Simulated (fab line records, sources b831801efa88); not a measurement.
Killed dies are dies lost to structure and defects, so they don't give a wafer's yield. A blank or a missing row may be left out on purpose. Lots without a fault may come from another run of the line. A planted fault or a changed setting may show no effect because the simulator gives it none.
Split-lot experiment | flow sfq_line | 5 lots, 23 wafers read, on a route of 325 steps

THE SPLIT
At SFQ_TRILAYER_L0_VIA_LITHO_COAT_013 (resist thk 650 nm), the setting spin_rpm was moved away from the recipe's 3000 rpm on 6 of the 23 wafers read, by -2.3% to +5.1%. The other wafers ran this setting at the recipe's value.

The reading is taken at the split's own step.

THE READING
KrF_of_TRILAYER_L0_VIA_LITHO_COAT_013.thk_nm (the simulator's own value, which no gauge read), in nm, at SFQ_TRILAYER_L0_VIA_LITHO_COAT_013 (resist thk 650 nm). The file gives no usual value for it. The 17 wafers here that ran the recipe average 650.8 nm, standard deviation 1.6 nm.

wafer  | tool, chamber at the split | spin_rpm as run, rpm | against the recipe | KrF_of_TRILAYER_L0_VIA_LITHO_COAT_013.thk_nm, nm | against lot-mates on the recipe
L074.1 | litho_track-04, 0          | 3000                 | recipe             | 649.5                                            | -
L074.2 | litho_track-04, 0          | 3000                 | recipe             | 648.3                                            | -
L074.4 | litho_track-04, 0          | 3000                 | recipe             | 649.4                                            | -
L074.5 | litho_track-04, 0          | 3000                 | recipe             | 650.7                                            | -
L074.6 | litho_track-04, 0          | 3000                 | recipe             | 647.7                                            | -
L077.4 | litho_track-01, 0          | 3000                 | recipe             | 653                                              | -
L077.5 | litho_track-01, 0          | 3000                 | recipe             | 649.7                                            | -
L077.6 | litho_track-01, 0          | 3000                 | recipe             | 651.1                                            | -
L078.1 | litho_track-01, 0          | 3000                 | recipe             | 652                                              | -
L078.2 | litho_track-01, 0          | 3000                 | recipe             | 650.8                                            | -
L078.4 | litho_track-01, 0          | 2931                 | -2.3%              | 658.8                                            | +7.1
L078.5 | litho_track-01, 0          | 2931                 | -2.3%              | 661.2                                            | +9.5
L078.6 | litho_track-01, 0          | 3000                 | recipe             | 652.2                                            | -
L080.1 | litho_track-04, 0          | 3000                 | recipe             | 650                                              | -
L080.3 | litho_track-04, 0          | 3000                 | recipe             | 651.7                                            | -
L080.4 | litho_track-04, 0          | 3000                 | recipe             | 649.1                                            | -
L080.5 | litho_track-04, 0          | 3130                 | +4.3%              | 636.3                                            | -14.0
L080.6 | litho_track-04, 0          | 3130                 | +4.3%              | 636.6                                            | -13.7
L084.1 | litho_track-01, 0          | 3000                 | recipe             | 653.2                                            | -
L084.2 | litho_track-01, 0          | 3000                 | recipe             | 652                                              | -
L084.3 | litho_track-01, 0          | 3000                 | recipe             | 652.9                                            | -
L084.5 | litho_track-01, 0          | 3153                 | +5.1%              | 635.3                                            | -17.4
L084.6 | litho_track-01, 0          | 3153                 | +5.1%              | 635.1                                            | -17.6

THE FIT
A straight line over all 23 wafers: KrF_of_TRILAYER_L0_VIA_LITHO_COAT_013.thk_nm changes by -3.28 nm for each +1% of spin_rpm; r = -0.97; the points scatter about the line by 1.6 nm.
The same after taking each lot's own level away (the mean of its wafers on the recipe; 23 wafers): -3.37 nm for each +1%; r = -0.99; scatter 1 nm.
On that fit, the largest move of spin_rpm shifts the reading by 17 nm.
The lots' own levels span 649.12 to 652.70 nm, that is 2.2 times the standard deviation above.
So the lot-to-lot level changes the slope little: the two slopes agree.
Check: with one of the wafers moved furthest among these (+5.1%) left out of the fit, the line predicts -17 nm for it against its lot-mates. It came out at -17.4 nm against them.

OTHER SPLITS ON THESE WAFERS
These wafers also went through other splits before the reading. Each is held against what the fit with the lots' levels taken away leaves over:
other split on the same wafers           | wafers away from the commonest value | r with KrF_of_TRILAYER_L0_VIA_LITHO_COAT_013.thk_nm (lot level and that fit taken away)
SFQ_TRILAYER_L0_LITHO_COAT_005 spin_rpm  | 8                                    | -0.27
SFQ_TRILAYER_L0_LITHO_PEB_008 peb_temp_c | 4                                    | +0.24

THE FILE'S OWN FIT
KrF_of_TRILAYER_L0_VIA_LITHO_COAT_013.thk_nm changes by -3.36 nm for each +1% of spin_rpm, r = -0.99.
